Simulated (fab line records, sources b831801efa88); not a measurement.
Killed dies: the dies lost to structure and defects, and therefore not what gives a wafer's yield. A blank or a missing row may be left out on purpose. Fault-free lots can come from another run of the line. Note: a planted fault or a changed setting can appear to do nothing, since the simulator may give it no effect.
Code-filled problem report in 8D (eight disciplines) form	flow sky130	the parts of the form that need people (team, actions taken, sign-off) are left out

## 1. THE PROBLEM
Wafers with no fault read 0.3 with a standard deviation of 0.54, whereas killedAtOther at SKY_PAD_OPEN_PROBE_99 reads a mean of 51.0 on 1 wafer of 1 lot. Relative to the usual mean, that is a shift of +94 standard deviations.
Earliest sighting: wafer L612.5 on prober-02 at day 50 11:02. The record holds 17 wafers of 6 lots with a number at this step. Rule for "out" (also "out of limits"): further than 4 standard deviations from the usual mean. Any other wafer with a number is counted as sound.

## 2. WHAT IT IS AND WHAT IT IS NOT
question	is	is not
which readings at this step	killedAtOther, defectLimitedYield, killedDies, sort_bin_3_pad_short, sort_bin_5_function, sortNPass, sortYieldPct	killed_at_M0_to_M3, killed_at_M4_up, killedAtContacts, killedAtFrontEnd, killedOpen, killedShort, sort_bin_6_memory
which lots	L612	L599, L601, L606, L608, L620
which wafers of those lots	L612.5	L612.2
read on which tools	prober-02	prober-01
when	from day 50 11:02	up to then (13 sound wafers); but 3 sound wafers of L620 came after

## 3. SUSPECTS, AND WHAT RULES EACH OUT
Counting: if a tool at a process step up to the reading ran every lot that is out, it stays a suspect. Sound lots after the first of them don't rule it out here, since some wafers of a struck lot are sound.
- cmp-02 at SKY_VIA4_CMP_02 (polishes SiO2): kept. It processed L612, the lot that is out, at day 47 00:22, and its most recent sound lot before then was L606 at day 45 08:37.
- pvdSputter-04 at SKY_VIA4_SPUTTER_17 (material TiN, target thk 20 nm, time 80 s): kept. It processed L612, the lot that is out, at day 47 21:34, and its most recent sound lot before then was L601 at day 45 07:44.
- plasmaAsher-01 at SKY_PASSIVATION_STRIP_12 (strips in O2/N2): kept. It processed L612, the lot that is out, at day 49 14:23, and its most recent sound lot before then was L606 at day 48 03:02.
- prober-02 at SKY_PAD_OPEN_PROBE_99: kept. It processed L612, the lot that is out, at day 50 10:53, and its most recent sound lot before then was L608 at day 49 12:29. On those wafers its own readings are out: defectLimitedYield, killedAtOther, killedDies, sort_bin_3_pad_short, sort_bin_5_function, sortNPass, sortYieldPct.
- At SKY_PASSIVATION_STRIP_12 on plasmaAsher-01, chamber 0 took the sound wafers of the same lots and chamber 1 took the wafers that are out.
Left after counting: cmp-02 at SKY_VIA4_CMP_02, pvdSputter-04 at SKY_VIA4_SPUTTER_17, plasmaAsher-01 at SKY_PASSIVATION_STRIP_12, prober-02 at SKY_PAD_OPEN_PROBE_99.

## 4. THE CAUSE (what the simulator had put in)
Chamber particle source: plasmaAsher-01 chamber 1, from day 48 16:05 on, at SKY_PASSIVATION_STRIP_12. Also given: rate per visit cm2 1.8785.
4 suspects survive the count, and this tool is in that group.

## 5. THE EFFECT CHAIN, in route order
One row per reading whose mean, taken over the struck wafers that have a number, lies over 3 standard deviations from the usual. Scope: only readings with a usual standard deviation given in the record; hours: median across lots of the time from each lot's start at the first step in this table that gives one to its start at this step; sigmas: change in usual standard deviations.
hours	step	reading	usual	on struck wafers	change	sigmas
0	SKY_PAD_OPEN_PROBE_99	defectLimitedYield	82.5 %	73.2	-9.3	-4.9
0	SKY_PAD_OPEN_PROBE_99	killedAtOther	0.3	51.0	+50.7	+94
0	SKY_PAD_OPEN_PROBE_99	killedDies	86	132	+46	+4.9
0	SKY_PAD_OPEN_PROBE_99	sort_bin_3_pad_short	0.8 %	3.3	+2.5	+6.2
0	SKY_PAD_OPEN_PROBE_99	sort_bin_5_function	10.4 %	16.5	+6.1	+4.1
0	SKY_PAD_OPEN_PROBE_99	sortNPass	406	360	-46	-4.9
0	SKY_PAD_OPEN_PROBE_99	sortYieldPct	82.5 %	73.2	-9.3	-4.9
Here are the process steps it includes:
- SKY_PAD_OPEN_PROBE_99

## 6. HOW IT WOULD HAVE BEEN CAUGHT EARLIER
First out-of-limits reading in this record: day 50 11:02, which is 43 hours after fault onset at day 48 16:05.
An alarm limit of 4 standard deviations would not have fired on the tool readings at SKY_PASSIVATION_STRIP_12 for which the record gives a usual standard deviation, since none of them was out on any struck wafer.
By day 50 11:02, every lot that is out (1) had started SKY_PASSIVATION_STRIP_12 on plasmaAsher-01. A hold on the tool at that time would have spared none of them.
